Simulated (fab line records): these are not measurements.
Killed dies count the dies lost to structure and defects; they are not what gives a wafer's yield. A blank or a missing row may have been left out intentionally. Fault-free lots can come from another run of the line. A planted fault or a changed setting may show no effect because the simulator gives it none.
fab line records -- flow sky130
record: lots: 12, wafers: 36, lastDay: 50
route steps=708 shown VIA1@458 VIA4@660 METAL5@666 PASSIVATION@692 PAD_OPEN@708
lots with no fault: from the same line, run without faults
startH: hours from the record's opening day to when the first of the lot's shown wafers began -- waitH: hours from the lot's prior step to this one -- " identical to the entry in the row above -- L1.1+2: several wafers, shown together as one row -- - either no value or no given start -- * or withheld: withheld -- < > ~ a bound
route shown NAME@n: a module of which the file shows steps, and the number in the route of the first -- usual: average and standard deviation across the fault-free wafers -- same: alike in all rows -- chamber/n: place in a boat -- sites: readings site by site -- _std_site: how widely they spread, as a standard deviation -- _edge_site: mean of outer sites minus mean of inner sites -- radiusMm: for every site, how far away it sits from the centre of the wafer -- mask NAME#n: copy n -- behind: the tool/chamber that last shaped the wafer -- hold: the reason the lot was held/the length of the hold in hours/how it ended -- device: whichever transistor did not switch (one of n, p or np) -- end of line: at the end of the route, the tests of the same wafers -- a step with no rows: only its recipe -- killed: count of dies lost to structure and defects at first sort (not the wafer's yield) -- map: dies across one wafer; x = killed, . = not, _ = none there
set.NAME: setting as actually run; set.NAME@STEP: the setting as run at that earlier step -- model.NAME: the simulator's own value behind a step, which no gauge read
one table for each step of the route and one row for each wafer, over a sample of lots
services: a tool's chamber out of use, with start hour (startH, from the record's first day; less than 0 if before it), hours out, and reason
== steps ==
step: SKY_VIA1_HDPCVD_00
recipe: material: SiO2, targetThkNm: 1030, sigmaOpenFrac: 0.3, timeS: 171.7, tempC: 400, sih4FlowSccm: 60, pressureMtorr: 6
lot.wafer,tool,chamber,startH,waitH
L685.1+4+5,hdpcvd-01,"1,2,1",767.38,0.0
L686.3+4+6,hdpcvd-01,"1,0,1",784.50,0.0
L687.1+2+4,hdpcvd-01,"1,0,2",786.00,0.0
L689.1+4+5,hdpcvd-02,"0,0,1",806.28,0.0
L690.2+3+4,hdpcvd-02,"0,1,1",815.85,0.0
L691.1+2+4,hdpcvd-01,"0,2,0",823.85,0.0
L692.1+3+6,hdpcvd-02,"0,1,2",830.30,0.0
L694.1+2+6,hdpcvd-01,"2,1,2",843.98,0.0
L696.2+4+5,hdpcvd-02,"2,0,1",862.45,0.0
L698.1+4+5,hdpcvd-01,"1,1,0",877.10,0.0
L705.1+4+5,hdpcvd-02,"1,1,0",930.92,0.0
L706.3+5+6,hdpcvd-02,"1,1,2",934.72,0.0
step: SKY_VIA4_CMP_21
recipe: stopOn: SiO2, tOverpolishS: 25, downForcePsi: 3.5, platenRpm: 60, targetThkNm: 0, padVelocityMS: 0.94248
usual: motorCurrentA: 10.0/1.1, overpolishRunS: 24.999/0.0099, timeToEndpointS: 124/4.9
lot.wafer,tool,chamber,startH,waitH,motorCurrentA,overpolishRunS,timeToEndpointS
L685.4,cmp-01,0,1007.12,0.1,9.8,24.997,121
L685.1,cmp-01,2,1007.12,0.1,8.5,24.990,119
L685.5,cmp-01,0,1007.12,0.1,9.6,24.991,117
L686.4,cmp-02,0,1022.70,0.0,8.5,25.001,123
L686.3,cmp-02,3,1022.70,0.0,10.2,24.986,134
L686.6,cmp-02,0,1022.70,0.0,8.6,25.008,121
L687.4,cmp-01,0,1024.23,0.0,9.1,25.007,127
L687.1,cmp-01,2,1024.23,0.0,8.5,24.999,128
L687.2,cmp-01,3,1024.23,0.0,9.7,25.024,128
L689.1,cmp-02,3,1038.85,0.3,11.3,25.001,121
L689.4,cmp-02,2,1038.85,0.3,10.8,25.013,119
L689.5,cmp-02,3,1038.85,0.3,10.1,24.995,121
L690.3,cmp-02,1,1050.76,0.5,11.5,25.007,127
L690.2,cmp-02,3,1050.76,0.5,10.3,24.995,128
L690.4,cmp-02,0,1050.76,0.5,8.7,25.001,122
L691.1,cmp-02,0,1057.37,0.3,8.5,25.003,124
L691.2,cmp-02,2,1057.37,0.3,10.3,24.995,123
L691.4,cmp-02,3,1057.37,0.3,11.0,24.995,124
L692.3,cmp-02,2,1061.20,0.1,10.4,24.996,124
L692.1,cmp-02,3,1061.20,0.1,11.2,25.007,126
L692.6,cmp-02,1,1061.20,0.1,10.8,24.988,124
L694.2,cmp-01,0,1072.82,0.0,9.7,25.001,120
L694.1,cmp-01,2,1072.82,0.0,8.7,24.997,121
L694.6,cmp-01,1,1072.82,0.0,10.9,25.003,128
L696.2,cmp-01,0,1087.52,0.1,9.6,25.002,127
L696.4,cmp-01,1,1087.52,0.1,10.7,24.998,130
L696.5,cmp-01,2,1087.52,0.1,8.2,24.989,131
L698.1,cmp-02,1,1097.82,0.1,12.7,25.004,127
L698.4,cmp-02,0,1097.82,0.1,8.5,24.986,127
L698.5,cmp-02,1,1097.82,0.1,11.5,24.984,119
L705.4,cmp-01,0,1140.90,0.7,9.9,24.983,121
L705.1,cmp-01,2,1140.90,0.7,8.4,25.004,123
L705.5,cmp-01,0,1140.90,0.7,9.5,24.998,123
L706.3,cmp-01,3,1143.03,0.1,10.1,24.996,131
L706.6,cmp-01,1,1143.03,0.1,10.1,24.996,134
L706.5,cmp-01,2,1143.03,0.1,8.6,24.994,123
step: SKY_METAL5_RS_MEAS_05
recipe: thkMeasGauge: four-point-probe, reads: TiN_of_METAL5_SPUTTER_04+Ti_of_METAL5_SPUTTER_03+AlCu_of_METAL5_SPUTTER_02+TiN_of_METAL5_SPUTTER_01+Ti_of_METAL5_SPUTTER_00
usual: METAL5_ALCU_RS: 0.02703/0.00024
lot.wafer,tool,chamber,startH,waitH,METAL5_ALCU_RS[ohm/sq]
L685.1,filmMetro-01,-,1007.54,0.0,0.02699
L685.4,filmMetro-01,-,1007.54,0.0,0.02683
L685.5,filmMetro-01,-,1007.54,0.0,0.02693
L686.3,filmMetro-01,-,1023.21,0.1,0.02723
L686.4,filmMetro-01,-,1023.21,0.1,0.02692
L686.6,filmMetro-01,-,1023.21,0.1,0.02703
L687.1,filmMetro-03,-,1024.70,0.0,0.0276
L687.2,filmMetro-03,-,1024.70,0.0,0.02739
L687.4,filmMetro-03,-,1024.70,0.0,0.0276
L689.1,filmMetro-03,-,1039.31,0.0,0.02702
L689.4,filmMetro-03,-,1039.31,0.0,0.02697
L689.5,filmMetro-03,-,1039.31,0.0,0.02691
L690.2,filmMetro-01,-,1051.25,0.0,0.02713
L690.3,filmMetro-01,-,1051.25,0.0,0.0272
L690.4,filmMetro-01,-,1051.25,0.0,0.02716
L691.1,filmMetro-04,-,1057.83,0.0,0.02676
L691.2,filmMetro-04,-,1057.83,0.0,0.02694
L691.4,filmMetro-04,-,1057.83,0.0,0.02679
L692.1,filmMetro-01,-,1061.56,0.0,0.02688
L692.3,filmMetro-01,-,1061.56,0.0,0.027
L692.6,filmMetro-01,-,1061.56,0.0,0.027
L694.1,filmMetro-03,-,1073.29,0.0,0.02724
L694.2,filmMetro-03,-,1073.29,0.0,0.02723
L694.6,filmMetro-03,-,1073.29,0.0,0.02699
L696.2,filmMetro-04,-,1087.91,0.0,0.02755
L696.4,filmMetro-04,-,1087.91,0.0,0.02729
L696.5,filmMetro-04,-,1087.91,0.0,0.02743
L698.1,filmMetro-04,-,1098.28,0.0,0.02685
L698.4,filmMetro-04,-,1098.28,0.0,0.02695
L698.5,filmMetro-04,-,1098.28,0.0,0.02701
L705.1,filmMetro-03,-,1141.31,0.0,0.02666
L705.4,filmMetro-03,-,1141.31,0.0,0.02691
L705.5,filmMetro-03,-,1141.31,0.0,0.02668
L706.3,filmMetro-03,-,1143.44,0.1,0.02731
L706.5,filmMetro-03,-,1143.44,0.1,0.02714
L706.6,filmMetro-03,-,1143.44,0.1,0.0271
step: SKY_PASSIVATION_ETCH_11
recipe: chemistry: CF4/O2, targetDepthNm: 725, stopOn: AlCu, sourceW: 800, biasW: 150, pressureMtorr: 150, cf4FlowSccm: 80, O2_flow_sccm: 10, timeS: 161.1
usual: drypumpMotorCurrentA: 5.7/0.47, oesProductAu: 0.979/0.007, throttleValvePct: 5.964/0.0093
lot.wafer,tool,chamber,startH,waitH,drypumpMotorCurrentA,oesProductAu,rfHoursCounterH,throttleValvePct
L685.1,rieDiel-01,3,1053.46,-,5.8,0.976,10,5.958
L685.4,rieDiel-01,2,1053.46,-,5.7,0.977,12,5.965
L685.5,rieDiel-01,2,1053.46,-,5.7,0.988,-,5.966
L686.3,rieDiel-01,1,1067.69,-,5.3,0.969,3,5.965
L686.4,rieDiel-01,2,1067.69,-,5.7,0.970,13,5.947
L686.6,rieDiel-01,1,1067.69,-,5.3,0.980,-,5.970
L687.1,rieDiel-04,0,1069.89,-,5.9,0.969,14,5.970
L687.2,rieDiel-04,1,1069.89,-,5.9,0.967,9,5.961
L687.4,rieDiel-04,3,1069.89,-,6.0,0.980,11,5.958
L689.1,rieDiel-03,0,1083.41,-,5.1,0.974,15,5.966
L689.4,rieDiel-03,0,1083.41,-,5.1,0.978,-,5.971
L689.5,rieDiel-03,1,1083.41,-,4.7,0.981,-,5.964
L690.2,rieDiel-03,3,1094.46,-,5.8,0.965,30,5.955
L690.3,rieDiel-03,0,1094.46,-,5.1,0.983,-,5.962
L690.4,rieDiel-03,3,1094.46,-,5.9,0.975,-,5.969
L691.1,rieDiel-04,0,1099.59,-,5.9,0.961,15,5.970
L691.2,rieDiel-04,1,1099.59,-,5.9,0.966,10,5.973
L691.4,rieDiel-04,1,1099.59,-,5.9,0.977,-,5.982
L692.1,rieDiel-01,3,1104.59,-,5.8,0.974,12,5.970
L692.3,rieDiel-01,2,1104.59,-,5.7,0.978,14,5.966
L692.6,rieDiel-01,1,1104.59,-,5.3,0.985,-,5.970
L694.1,rieDiel-04,1,1115.21,-,5.9,0.978,10,5.975
L694.2,rieDiel-04,3,1115.21,-,6.0,0.980,12,5.983
L694.6,rieDiel-04,3,1115.21,-,6.0,0.994,-,5.971
L696.2,rieDiel-01,0,1128.36,-,6.5,0.977,19,5.976
L696.4,rieDiel-01,3,1128.36,-,5.8,0.974,12,5.979
L696.5,rieDiel-01,3,1128.36,-,5.8,0.983,-,5.971
L698.1,rieDiel-04,0,1138.56,-,5.9,0.973,16,5.961
L698.4,rieDiel-04,1,1138.56,-,5.9,0.973,11,5.965
L698.5,rieDiel-04,3,1138.56,-,6.1,0.979,-,5.969
L705.1,rieDiel-03,2,1177.11,-,6.0,0.974,4,5.981
L705.4,rieDiel-03,3,1177.11,-,5.8,0.970,33,5.966
L705.5,rieDiel-03,1,1177.11,-,4.7,0.981,-,5.957
L706.3,rieDiel-03,0,1178.76,-,5.1,0.969,19,5.956
L706.5,rieDiel-03,0,1178.76,-,5.1,0.973,-,5.949
L706.6,rieDiel-03,1,1178.76,-,4.7,0.976,-,5.972
step: SKY_PAD_OPEN_PROBE_99
usual: defectLimitedYield: 82.7/2, killed_at_M0_to_M3: 42/7.7, killed_at_M4_up: 3.1/1.9, killedAtContacts: 24/4.9, killedAtFrontEnd: 15/4.6, killedAtOther: 0.3/0.51, killedDies: 85/9.9, killedOpen: 47/7.1, killedShort: 38/6.7, sort_bin_3_pad_short: 0.9/0.46, sort_bin_5_function: 10.1/1.5, sort_bin_6_memory: 6.3/1.1, sortNPass: 407/9.9, sortYieldPct: 82.7/2
same: grossDies: 492, killedAtBackSide: 0, sort_bin_4_leakage[%]: 0, sort_bin_8_speed[%]: 0
lot.wafer,tool,chamber,startH,waitH,defectLimitedYield[%],killed_at_M0_to_M3,killed_at_M4_up,killedAtContacts,killedAtFrontEnd,killedAtOther,killedDies,killedOpen,killedShort,sort_bin_3_pad_short[%],sort_bin_5_function[%],sort_bin_6_memory[%],sortNPass,sortYieldPct[%]
L685.1,prober-02,-,1076.83,0.1,86.2,24,2,26,16,0,68,40,28,0.6,8.1,5.1,424,86.2
L685.4,prober-02,-,1076.98,0.2,86.2,29,3,20,16,0,68,38,30,0.2,7.5,6.1,424,86.2
L685.5,prober-02,-,1077.03,0.2,83.5,40,3,23,15,0,81,45,36,1.8,8.9,5.7,411,83.5
L687.1,prober-02,-,1093.02,0.1,83.5,52,3,17,9,0,81,41,40,0.6,11.0,4.9,411,83.5
L687.2,prober-02,-,1093.07,0.1,83.1,42,0,29,12,0,83,49,33,0,10.8,6.1,409,83.1
L687.4,prober-02,-,1093.17,0.2,85.6,31,3,18,18,1,71,40,30,1.0,7.7,5.7,421,85.6
L690.2,prober-01,-,1117.28,0.1,83.7,46,2,21,11,0,80,43,37,0.6,9.6,6.1,412,83.7
L690.3,prober-01,-,1117.33,0.2,82.1,43,6,26,13,0,88,49,39,1.8,10.6,5.5,404,82.1
L690.4,prober-01,-,1117.38,0.2,81.3,40,1,34,17,0,92,54,38,0.8,12.8,5.1,400,81.3
L691.1,prober-02,-,1121.83,0.1,84.8,40,2,17,15,1,75,43,32,0.2,8.9,6.1,417,84.8
L691.2,prober-02,-,1121.88,0.1,81.1,42,1,34,16,0,93,45,48,1.4,9.3,8.1,399,81.1
L691.4,prober-02,-,1121.98,0.2,82.3,50,1,16,20,0,87,52,35,1.0,10.4,6.3,405,82.3
L692.1,prober-01,-,1126.38,0.1,82.9,49,3,22,10,0,84,50,34,1.4,8.7,6.9,408,82.9
L692.3,prober-01,-,1126.48,0.2,81.3,49,0,28,13,2,92,49,43,1.0,10.4,7.3,400,81.3
L692.6,prober-01,-,1126.63,0.2,85.6,36,4,20,11,0,71,42,29,0.6,8.5,5.3,421,85.6
L694.2,prober-01,-,1136.98,0.1,83.1,37,1,33,12,0,83,44,39,1.0,8.5,7.3,409,83.1
L696.2,prober-01,-,1149.39,0.1,82.5,45,3,23,15,0,86,53,32,1.2,10.4,5.9,406,82.5
L696.4,prober-01,-,1149.49,0.2,84.3,39,2,17,19,0,77,46,29,0.6,8.5,6.5,415,84.3
L696.5,prober-01,-,1149.54,0.2,83.5,42,2,18,19,0,81,49,32,0.2,10.6,5.7,411,83.5
L698.1,prober-01,-,1159.45,0.1,76.2,63,8,31,14,1,117,56,34,2.6,14.4,6.7,375,76.2
L698.4,prober-01,-,1159.60,0.2,77.4,57,0,30,23,1,111,42,41,2.4,13.8,6.3,381,77.4
L698.5,prober-01,-,1159.65,0.2,83.7,38,5,21,16,0,80,39,41,0.2,10.2,5.9,412,83.7
L705.1,prober-02,-,1195.18,0.1,77.2,60,4,30,17,1,112,55,56,1.2,15.0,6.5,380,77.2
L705.4,prober-02,-,1195.33,0.2,79.9,55,5,19,20,0,99,56,43,0,12.8,7.3,393,79.9
L705.5,prober-02,-,1195.38,0.2,81.3,44,0,34,13,1,92,55,36,1.6,11.0,6.1,400,81.3
killed by level:class
L685.1 CONTACT:geometricParticle:short=8 VIA1:geometricParticle:open=8 FIELD_ISO:geometricParticle:open=6 LI_CONTACT:geometricParticle:open=6 CONTACT:geometricParticle:open=6 LI_CONTACT:geometricParticle:short=5 FIELD_ISO:geometricParticle:short=4 METAL1:geometricParticle:short=4
L685.4 LI_CONTACT:geometricParticle:open=8 VIA1:geometricParticle:open=7 FIELD_ISO:geometricParticle:short=6 CONTACT:geometricParticle:open=6 FIELD_ISO:geometricParticle:open=5 VIA2:geometricParticle:open=4 METAL3:geometricParticle:short=4 POLY_GATE:geometricParticle:open=3
L685.5 VIA1:geometricParticle:open=9 LI_CONTACT:geometricParticle:open=9 METAL1:geometricParticle:short=8 CONTACT:geometricParticle:open=6 METAL2:geometricParticle:short=6 VIA3:geometricParticle:open=6 CONTACT:geometricParticle:short=5 FIELD_ISO:geometricParticle:short=4
L687.1 METAL1:geometricParticle:short=9 VIA1:geometricParticle:open=9 CONTACT:geometricParticle:open=8 VIA2:geometricParticle:open=8 VIA1:geometricParticle:short=7 METAL2:geometricParticle:short=7 VIA3:geometricParticle:open=7 LI_CONTACT:geometricParticle:open=4
L687.2 CONTACT:geometricParticle:open=12 VIA1:geometricParticle:open=10 LI_CONTACT:geometricParticle:open=8 VIA2:geometricParticle:open=7 VIA3:geometricParticle:open=6 VIA1:geometricParticle:short=5 LOCAL_INTERCONNECT:geometricParticle:short=5 METAL1:geometricParticle:short=5
L687.4 CONTACT:geometricParticle:open=12 VIA1:geometricParticle:open=10 FIELD_ISO:geometricParticle:short=5 POLY_GATE:geometricParticle:open=5 POLY_GATE:geometricParticle:short=5 VIA1:geometricParticle:short=4 VIA3:geometricParticle:short=4 VIA3:geometricParticle:open=4
L690.2 VIA1:geometricParticle:open=11 LI_CONTACT:geometricParticle:open=9 VIA3:geometricParticle:open=8 POLY_GATE:geometricParticle:short=6 CONTACT:geometricParticle:open=6 METAL1:geometricParticle:short=5 VIA2:geometricParticle:open=5 VIA3:geometricParticle:short=5
L690.3 VIA2:geometricParticle:open=10 VIA1:geometricParticle:open=9 LI_CONTACT:geometricParticle:open=8 LOCAL_INTERCONNECT:geometricParticle:short=7 CONTACT:geometricParticle:open=6 METAL4:geometricParticle:short=5 SPACER:geometricParticle:open=4 METAL1:geometricParticle:short=4
L690.4 LI_CONTACT:geometricParticle:open=13 CONTACT:geometricParticle:open=11 VIA1:geometricParticle:open=8 VIA2:geometricParticle:open=8 POLY_GATE:geometricParticle:short=6 VIA3:geometricParticle:short=6 FIELD_ISO:geometricParticle:open=5 CONTACT:geometricParticle:short=4
L691.1 VIA1:geometricParticle:open=8 VIA2:geometricParticle:open=8 LI_CONTACT:geometricParticle:open=6 VIA3:geometricParticle:open=6 METAL2:geometricParticle:short=5 CONTACT:geometricParticle:open=4 VIA1:geometricParticle:short=4 POLY_GATE:geometricParticle:short=3
L691.2 LI_CONTACT:geometricParticle:open=10 METAL1:geometricParticle:short=9 LOCAL_INTERCONNECT:geometricParticle:short=8 VIA1:geometricParticle:open=8 CONTACT:geometricParticle:open=7 VIA1:geometricParticle:short=7 FIELD_ISO:geometricParticle:short=5 POLY_GATE:geometricParticle:open=5
L691.4 VIA1:geometricParticle:open=14 CONTACT:geometricParticle:open=8 VIA2:geometricParticle:open=7 POLY_GATE:geometricParticle:short=6 VIA3:geometricParticle:open=6 METAL2:geometricParticle:short=5 VIA1:geometricParticle:short=5 POLY_GATE:geometricParticle:open=4
L692.1 VIA3:geometricParticle:open=12 LI_CONTACT:geometricParticle:open=9 METAL1:geometricParticle:short=9 VIA1:geometricParticle:open=7 CONTACT:geometricParticle:open=6 LOCAL_INTERCONNECT:geometricParticle:short=5 METAL2:geometricParticle:short=4 FIELD_ISO:geometricParticle:open=3
L692.3 LI_CONTACT:geometricParticle:open=11 VIA1:geometricParticle:open=10 VIA1:geometricParticle:short=10 CONTACT:geometricParticle:open=8 METAL1:geometricParticle:short=5 METAL2:geometricParticle:short=5 FIELD_ISO:geometricParticle:short=4 POLY_GATE:geometricParticle:open=4
L692.6 VIA1:geometricParticle:open=13 CONTACT:geometricParticle:open=9 METAL1:geometricParticle:short=7 VIA3:geometricParticle:open=6 LOCAL_INTERCONNECT:geometricParticle:short=5 CONTACT:geometricParticle:short=4 FIELD_ISO:geometricParticle:open=3 POLY_GATE:geometricParticle:short=3
L694.2 CONTACT:geometricParticle:open=11 VIA1:geometricParticle:open=11 CONTACT:geometricParticle:short=8 LOCAL_INTERCONNECT:geometricParticle:short=6 METAL1:geometricParticle:short=6 VIA2:geometricParticle:open=6 LI_CONTACT:geometricParticle:short=5 FIELD_ISO:geometricParticle:open=3
L696.2 VIA1:geometricParticle:open=18 CONTACT:geometricParticle:open=8 LI_CONTACT:geometricParticle:open=7 METAL2:geometricParticle:short=7 VIA1:geometricParticle:short=6 FIELD_ISO:geometricParticle:open=5 FIELD_ISO:geometricParticle:short=4 VIA3:geometricParticle:open=4
L696.4 VIA1:geometricParticle:open=13 CONTACT:geometricParticle:open=9 FIELD_ISO:geometricParticle:short=5 FIELD_ISO:geometricParticle:open=5 VIA3:geometricParticle:open=5 POLY_GATE:geometricParticle:short=4 LI_CONTACT:geometricParticle:open=4 METAL2:geometricParticle:short=4
L696.5 VIA1:geometricParticle:open=13 FIELD_ISO:geometricParticle:short=7 LI_CONTACT:geometricParticle:open=7 FIELD_ISO:geometricParticle:open=6 CONTACT:geometricParticle:open=6 VIA2:geometricParticle:open=6 METAL1:geometricParticle:short=4 VIA2:geometricParticle:short=4
L698.1 VIA1:unspecified=27 CONTACT:geometricParticle:open=11 LI_CONTACT:geometricParticle:open=10 VIA1:geometricParticle:open=8 VIA3:geometricParticle:open=7 POLY_GATE:geometricParticle:short=5 VIA1:geometricParticle:short=5 VIA2:geometricParticle:open=5
L698.4 VIA1:unspecified=27 VIA1:geometricParticle:open=8 POLY_GATE:geometricParticle:open=7 LI_CONTACT:geometricParticle:open=7 CONTACT:geometricParticle:open=7 LOCAL_INTERCONNECT:geometricParticle:short=6 CONTACT:geometricParticle:short=6 METAL1:geometricParticle:short=6
L698.5 LOCAL_INTERCONNECT:geometricParticle:short=8 METAL2:geometricParticle:short=7 CONTACT:geometricParticle:open=6 METAL1:geometricParticle:short=6 VIA3:geometricParticle:open=6 FIELD_ISO:geometricParticle:open=5 LI_CONTACT:geometricParticle:open=5 VIA2:geometricParticle:open=5
L705.1 VIA3:geometricParticle:open=11 METAL1:geometricParticle:short=10 LI_CONTACT:geometricParticle:open=9 VIA1:geometricParticle:short=8 VIA1:geometricParticle:open=7 VIA2:geometricParticle:open=7 FIELD_ISO:geometricParticle:open=6 CONTACT:geometricParticle:short=6
L705.4 VIA1:geometricParticle:open=10 VIA3:geometricParticle:open=10 VIA2:geometricParticle:open=8 FIELD_ISO:geometricParticle:open=7 METAL3:geometricParticle:short=7 LI_CONTACT:geometricParticle:open=7 CONTACT:geometricParticle:open=6 METAL1:geometricParticle:short=6
L705.5 LI_CONTACT:geometricParticle:open=16 VIA1:geometricParticle:open=14 VIA2:geometricParticle:open=9 METAL1:geometricParticle:short=8 CONTACT:geometricParticle:open=5 FIELD_ISO:geometricParticle:short=4 LI_CONTACT:geometricParticle:short=4 CONTACT:geometricParticle:short=4
== services ==
tool,chamber,startH,hours,kind
cmp-02,-,744.00,4.0,pm
cmp-01,-,750.00,0.5,repair
cmp-02,-,756.23,0.3,repair
cmp-01,-,762.51,3.1,repair
cmp-02,-,781.60,3.5,repair
hdpcvd-02,-,828.25,1.3,repair
cmp-02,-,861.85,5.1,repair
cmp-01,-,912.00,4.0,pm
hdpcvd-01,-,918.85,6.0,pm
cmp-02,-,927.18,3.9,pm
hdpcvd-01,-,950.25,15.0,pm
cmp-01,-,956.40,0.7,repair
cmp-02,-,986.51,2.3,repair
hdpcvd-02,2,1009.69,3.7,repair
hdpcvd-02,0,1019.95,4.9,repair
cmp-01,-,1025.60,20.1,pm
cmp-02,-,1032.89,0.8,repair
cmp-01,-,1048.48,2.3,repair
cmp-01,-,1054.07,6.8,pm
cmp-02,-,1072.80,0.5,repair
cmp-02,-,1078.46,4.0,pm
cmp-01,-,1110.67,4.6,pm
cmp-02,-,1137.49,3.6,repair
cmp-01,-,1168.11,0.6,repair
== key ==
firstSign: step: SKY_PAD_OPEN_PROBE_99, reading: sort_bin_3_pad_short, direction: up, sigmas: 3.6, usual: 0.9, struck: 2.5
effect: step: SKY_PAD_OPEN_PROBE_99, reading: sortNPass, direction: down, sigmas: 2.9, usual: 407, struck: 378
metAt SKY_VIA1_HDPCVD_00
struckLots L698
struckWafers L698.1,L698.4
notActingAt SKY_VIA4_CMP_21,SKY_METAL5_RS_MEAS_05,SKY_PASSIVATION_ETCH_11
onsetBetween 843.98 877.10
fault: kind: chamberParticleSource, tool: hdpcvd-01, chamber: 1, onsetH: 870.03, steps: SKY_VIA1_HDPCVD_00, ratePerVisitCm2: 0.57864, endH: 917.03
